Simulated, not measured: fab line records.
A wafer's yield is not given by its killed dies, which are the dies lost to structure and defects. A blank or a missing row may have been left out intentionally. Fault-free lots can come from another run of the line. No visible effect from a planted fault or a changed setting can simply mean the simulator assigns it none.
Struck lot and sound lot, side by side    flow sky130    30 steps out of a route of 708
Sound: wafers L308.1, L308.4, L308.5. The struck wafers were L297.1, L297.3, L297.4. Last of all comes the cause.
Each step with rows lists, per side, the tool, then ch with its chambers, then its first start. Under that, the readings that differ: sound wafers    struck wafers    difference of the means    sigmas: that difference in standard deviations of wafers without a fault.
alike: readings with means less than 2 such deviations apart, plus words and numbers identical on both sides. not compared: withheld readings, readings lacking a value on some wafer, bounds such as >300 that could conceal the same value, and numbers that have no deviation in the record and whose values overlap.
Wherever a step has rows on one side only, a row that says differs or no value, or a row with sigmas, the two part there. Numbers that don't overlap but have no deviation are shown without sigmas and don't part them. A reading missing from all wafers of one side parts the sides only when that side holds two or more wafers.

first, 5 steps without rows for these wafers: SKY_SONOS_ONO_COAT_08 (resist thk 1140 nm); SKY_SONOS_ONO_SOFTBAKE_09 (time 60 s); SKY_SONOS_ONO_EXPOSE_10 (exposes mask ONOM, target cd 410 nm); SKY_SONOS_ONO_PEB_11; SKY_SONOS_ONO_DEVELOP_12 (develop time 60 s).
SKY_SONOS_ONO_CD_MEAS_13 targets a cd of 410 nm.
  struck on cd sem-01, day 14 09:37; sound on cd sem-01, day 17 19:46
  alike: cd nm
SKY_SONOS_ONO_OVL_MEAS_14:
  struck on overlay-02, day 14 09:44; sound on overlay-02, day 17 19:53
  alike: SONOS_ONO_OVL
SKY_SONOS_ONO_ETCH_15: etches the open film in CHF3/O2, target depth 19.52 nm, time 7.8 s.
  sound on rie diel-04 ch 0,1,3, day 17 19:55; struck on rie diel-02 ch 1,2,3, day 14 09:46
  alike: drypump motor current A, oes product au, throttle valve pct
  not compared: rf hours counter h
then, 1 step without rows for these wafers: SKY_SONOS_ONO_WET_ETCH_16 (etches SiO2 in dHF, target depth 14 nm, time 280 s).
SKY_SONOS_ONO_STRIP_17: strips in O2/N2.
  sound on plasma asher-04 ch 0, day 17 20:01; struck on plasma asher-04 ch 0,1, day 14 09:53
  alike: drypump motor current A, oes product au, strip time to endpoint s
  not compared: rf hours counter h
then, 2 steps without rows for these wafers: SKY_SONOS_ONO_WET_ETCH_18 (etches Si3N4 in H3PO4, target depth 15 nm, time 172 s); SKY_GATE_OXIDE_CLEAN_00 (cleans in SC1/SC2, time 150 s).
SKY_GATE_OXIDE_OXIDATION_01: stabilise 600 s, purge 300 s, target thk 10.268 nm.
  sound on furnace-01 ch 0, day 17 20:53; struck on furnace-01 ch 0, day 14 11:44
reading                                            sound              struck             difference  sigmas
model.SiO2_of_GATE_OXIDE_OXIDATION_01.thk nm (nm)  10.81 10.63 10.87  5.814 5.989 5.857  -4.883      
  alike: ox temp c, spike tc centre C, tube center temp C
SKY_GATE_OXIDE_THK_MEAS_02:
  struck on film metro-01, day 14 13:09; sound on film metro-04, day 17 22:18
reading                           sound              struck          difference  sigmas
GATE_OXIDE_OXIDATION_00_THK (nm)  10.80 10.68 10.85  5.77 6.03 5.87  -4.89       -24
then, 7 steps without rows for these wafers: SKY_GATE_OXIDE_DEHYDRATE_03 (time 60 s); SKY_GATE_OXIDE_HMDS_04 (prime time 60 s); SKY_GATE_OXIDE_COAT_05 (resist thk 1140 nm); SKY_GATE_OXIDE_SOFTBAKE_06 (time 60 s); SKY_GATE_OXIDE_EXPOSE_07 (exposes mask LVOM, target cd 600 nm); SKY_GATE_OXIDE_PEB_08; SKY_GATE_OXIDE_DEVELOP_09 (develop time 60 s).
SKY_GATE_OXIDE_OVL_MEAS_10:
  struck on overlay-01, day 15 15:46; sound on overlay-02, day 19 05:10
  alike: GATE_OXIDE_OVL
then, 2 steps without rows for these wafers: SKY_GATE_OXIDE_IMPLANT_11; SKY_GATE_OXIDE_WET_ETCH_12 (etches SiO2 in dHF, target depth 16.8 nm, time 336 s).
SKY_GATE_OXIDE_STRIP_13: strips in O2/N2.
  sound on plasma asher-03 ch 1, day 19 05:27; struck on plasma asher-01 ch 0,1, day 15 16:04
  alike: drypump motor current A, oes product au, strip time to endpoint s
  not compared: rf hours counter h
SKY_GATE_OXIDE_TW_MEAS_14:
  struck on film metro-01, day 15 16:10; sound on film metro-03, day 19 05:33
  alike: GATE_OXIDE_TW
then, 1 step without rows for these wafers: SKY_GATE_OXIDE_CLEAN_15 (cleans in SC1/SC2, time 150 s).
SKY_GATE_OXIDE_OXIDATION_16: stabilise 600 s, purge 300 s, target thk 3.57 nm.
  sound on furnace-01 ch 0, day 19 06:29; struck on furnace-01 ch 0, day 15 16:16
reading                                            sound              struck             difference  sigmas
model.SiO2_of_GATE_OXIDE_OXIDATION_01.thk nm (nm)  12.17 11.99 12.24  7.672 7.805 7.754  -4.390      
  alike: ox temp c, spike tc centre C, tube center temp C
then, 1 step without rows for these wafers: SKY_POLY_GATE_CVD_00 (deposits poly-Si, target thk 180 nm, time 720 s).
-- record jumps: 31 days separate the struck wafers' starts on either side; left off in module POLY_GATE, taken up again in module PAD_OPEN, whose first shown step is the route's number 708 --
SKY_PAD_OPEN_PROBE_99:
  struck on prober-01, day 47 03:59; sound on prober-01, day 50 00:10
reading                                 sound                          struck                         difference  sigmas
model.etest.nfet_16v.r on ohm um        1.458e+04 1.443e+04 1.475e+04  1.214e+04 1.216e+04 1.195e+04  -2.503e+03  
model.etest.pfet_16v.r on ohm um        1.533e+04 1.519e+04 1.518e+04  1.422e+04 1.4e+04 1.408e+04    -1.133e+03  
model.etest.pfet g5v0d10v5.r on ohm um  4766 4695 4763                 3893 3838 3842                 -884        
model.etest.tip sonos.rs ohm sq         2734 2680 2763                 2015 2008 2038                 -705        
model.etest.nfet g5v0d10v5.r on ohm um  1925 1919 1933                 1523 1505 1499                 -417        
model.etest.nfet g5v0d10v5.drive ua um  584.8 591.9 581.2              891.9 890 895.2                +306.4      
model.etest.nfet_05v0_nvt.drive ua um   557.5 561.4 557.1              814.8 803 813.2                +251.7      
model.etest.tip p.rs ohm sq             6835 6900 6874                 6542 6499 6546                 -341        
  alike: killed_at_M0_to_M3, killed_at_M4_up, killed at contacts, killed at front end, killed at other, killed dies, killed open, killed short

== WHERE THEY PART ==
Only at SKY_GATE_OXIDE_THK_MEAS_02, as far as this record shows. Later steps at which nothing parts them and some readings are alike: SKY_GATE_OXIDE_OVL_MEAS_10, SKY_GATE_OXIDE_STRIP_13, SKY_GATE_OXIDE_TW_MEAS_14, SKY_GATE_OXIDE_OXIDATION_16, SKY_PAD_OPEN_PROBE_99.

WHY: whatever the simulator had introduced
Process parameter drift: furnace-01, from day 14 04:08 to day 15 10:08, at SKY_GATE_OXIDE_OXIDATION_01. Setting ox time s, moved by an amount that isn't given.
